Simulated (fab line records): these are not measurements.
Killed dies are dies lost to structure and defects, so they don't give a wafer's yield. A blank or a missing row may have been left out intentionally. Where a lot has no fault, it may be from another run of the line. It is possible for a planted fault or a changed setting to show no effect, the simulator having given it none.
2 desks looking at one fault :: flow sky130 :: only its own numbers are on each desk; what lay behind them is given at the end

## FOR THE TOOL OWNER'S DESK: cvd-w-02
The tool's own readings at SKY_LI_CONTACT_CVD_21 (deposits W, target thk 400 nm, time 120.56 s): means of the sampled wafers that have a number, for each lot that ran on this tool. A lot is out of limits, marked OUT, if its mean lies more than 4 standard deviations from the usual mean; the brackets give that distance.
Columns: A = heater-power-w at SKY_LI_CONTACT_CVD_21, usual 887 W
lot: L388
first seen here: day 29 21:31
A: 940

lot: L393
first seen here: day 31 03:52
A: 942

lot: L397
first seen here: day 32 15:02
A: 966

lot: L399
first seen here: day 33 02:23
A: 885

lot: L401
first seen here: day 33 19:44
A: 962

lot: L409
first seen here: day 36 16:53
A: 914

lot: L410
first seen here: day 37 08:34
A: 889
Result from this desk: across the 7 lots, nothing is out of limits.

## THE METROLOGY DESK
What the gauges read, lot by lot, whatever tool the lot ran on: means of the sampled wafers that have a number. A lot is out of limits, marked OUT, if its mean lies more than 4 standard deviations from the usual mean; the brackets give that distance.
Columns: A = cd-nm at SKY_SD_P_CD_MEAS_07, usual 379.3 nm; B = SD_N_RS at SKY_SD_N_RS_MEAS_16, usual 68.52 ohm/sq; C = cd-nm at SKY_LI_CONTACT_CD_MEAS_12, usual 169.6 nm; D = LI_CONTACT_W_RS at SKY_LI_CONTACT_RS_MEAS_22, usual 0.285 ohm/sq; E = LI_CONTACT_W_THK at SKY_LI_CONTACT_THK_MEAS_23, usual 400 nm
lot: L388
first seen here: day 26 04:39
A: 383.0
B: 68.50
C: 167.2
D: 0.285
E: 392

lot: L389
first seen here: day 26 04:46
A: 380.5
B: 68.53
C: 169.1
D: 0.286
E: 402

lot: L393
first seen here: day 27 12:05
A: 378.8
B: 68.46
C: 169.7
D: 0.284
E: 414

lot: L397
first seen here: day 29 01:30
A: 378.7
B: 68.47
C: 168.9
D: 0.287
E: 399

lot: L399
first seen here: day 29 12:53
A: 381.6
B: 68.38
C: 169.4
D: 0.250 (-9.1) OUT
E: 461 (+6.7) OUT

lot: L400
first seen here: day 30 06:36
A: 377.8
B: 68.54
C: 170.4
D: 0.287
E: 398

lot: L401
first seen here: day 30 06:55
A: 379.3
B: 68.55
C: 171.7
D: 0.256 (-7.4) OUT
E: 445 (+4.9) OUT

lot: L404
first seen here: day 31 05:31
A: 375.3
B: 68.60
C: 169.8
D: 0.284
E: 388

lot: L407
first seen here: day 32 14:29
A: 377.6
B: 68.66
C: 167.3
D: 0.290
E: 397

lot: L408
first seen here: day 33 06:38
A: 379.4
B: 68.66
C: 167.9
D: 0.286
E: 397

lot: L409
first seen here: day 33 07:32
A: 377.0
B: 68.51
C: 170.1
D: 0.283
E: 404

lot: L410
first seen here: day 34 00:52
A: 376.1
B: 68.63
C: 171.6
D: 0.284
E: 402
This desk's finding: out of limits on L399, L401; first on L399, day 33 02:31 (LI_CONTACT_W_RS at SKY_LI_CONTACT_RS_MEAS_22). L388, L389, L393, L397, L400, L404, L407, L408, L409, L410: within limits.

## BROUGHT TOGETHER
L399, L401 would have let the metrology desk raise an alarm at day 33 02:31.
Nothing out of limits was seen by the tool owner's desk.
The tool owner's desk has L399, L401 on record, within its limits.
Of the lots named, all ran SKY_LI_CONTACT_CVD_21 on cvd-w-02.

## WHAT WAS PUT IN BY THE SIMULATOR
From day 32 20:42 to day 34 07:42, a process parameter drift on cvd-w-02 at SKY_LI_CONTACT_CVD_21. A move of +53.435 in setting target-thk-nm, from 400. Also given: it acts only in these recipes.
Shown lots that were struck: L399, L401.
Delay in hours, fault start to first out-of-limits reading, per desk: metrology desk 6.
